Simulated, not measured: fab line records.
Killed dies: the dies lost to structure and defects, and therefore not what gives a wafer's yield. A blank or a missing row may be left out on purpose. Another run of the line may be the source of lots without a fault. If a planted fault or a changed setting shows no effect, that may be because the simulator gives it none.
Check of tool commonality ; flow sky130 ; 13 lots, 39 wafers sampled

== REASON FOR OPENING ==
Of 13 lots, 3 have the reading LDD_LDN_TW flagged at SKY_LDD_LDN_TW_MEAS_13. No-fault wafers: 1490, standard deviation 14.
Rule: a lot is flagged when every wafer of it that has a number lies more than 4 standard deviations from that mean, or none has a number. The rest of the lots are taken to be sound.

lot;measured;on;LDD_LDN_TW, wafer by wafer;flag
L579;day 22 19:07;filmMetro-04;1487 1489 1481;
L581;day 23 18:47;filmMetro-01;1505 1497 1499;
L582;day 23 22:16;filmMetro-01;1500 1500 1501;
L584;day 24 13:45;filmMetro-02;1481 1488 1483;
L586;day 25 16:16;filmMetro-01;1512 1511 1503;
L587;day 25 17:25;filmMetro-01;1505 1508 1511;
L589;day 26 12:05;filmMetro-04;1488 1494 1494;
L590;day 26 18:48;filmMetro-04;1486 1489 1490;
L591;day 27 09:15;filmMetro-01;1511 1501 1498;
L594;day 28 04:55;filmMetro-01;1495 1504 1498;
L593;day 28 06:48;filmMetro-02;1567 1571 1578;FLAGGED
L598;day 29 18:15;filmMetro-04;1591 1584 1582;FLAGGED
L600;day 30 09:11;filmMetro-01;1603 1596 1613;FLAGGED
On average the flagged lots' numbers are 1587, which is +97 against the usual, or +7 standard deviations.

== TOOL THAT RAN EACH LOT ==
The record keeps 1 process step preceding the reading, out of 708 steps on the route. In each cell: the tool, then ch and the chambers that the sampled wafers went through, then the start.
lot;flag;SKY_LDD_LDN_IMPLANT_09
L579;;implanter-03 ch 0, day 22 18:34
L581;;implanter-02 ch 0, day 23 18:16
L582;;implanter-03 ch 0, day 23 21:43
L584;;implanter-03 ch 0, day 24 13:13
L586;;implanter-03 ch 0, day 25 15:43
L587;;implanter-02 ch 0, day 25 16:52
L589;;implanter-03 ch 0, day 26 11:32
L590;;implanter-03 ch 0, day 26 18:16
L591;;implanter-04 ch 0, day 27 08:43
L594;;implanter-04 ch 0, day 28 04:22
L593;FLAGGED;implanter-02 ch 0, day 28 05:56
L598;FLAGGED;implanter-04 ch 0, day 29 17:24
L600;FLAGGED;implanter-02 ch 0, day 30 08:22
These steps, and what they do:
- SKY_LDD_LDN_IMPLANT_09
- SKY_LDD_LDN_TW_MEAS_13

== FLAGGED OVER TOTAL, TOOL BY TOOL (the gauges that took the reading come last) ==
step;tool;lots run;flagged;share of the flagged lots;sound lots run after its first flagged lot
SKY_LDD_LDN_IMPLANT_09;implanter-02;4;2;some;0
SKY_LDD_LDN_IMPLANT_09;implanter-03;6;0;none;-
SKY_LDD_LDN_IMPLANT_09;implanter-04;3;1;some;0
SKY_LDD_LDN_TW_MEAS_13;filmMetro-01;7;1;some;0
SKY_LDD_LDN_TW_MEAS_13;filmMetro-02;2;1;some;0
SKY_LDD_LDN_TW_MEAS_13;filmMetro-04;4;1;some;0

== WHAT THE TABLE ALLOWS ==
No row of the table ran every flagged lot.

== WHAT THE SIMULATOR PUT IN ==
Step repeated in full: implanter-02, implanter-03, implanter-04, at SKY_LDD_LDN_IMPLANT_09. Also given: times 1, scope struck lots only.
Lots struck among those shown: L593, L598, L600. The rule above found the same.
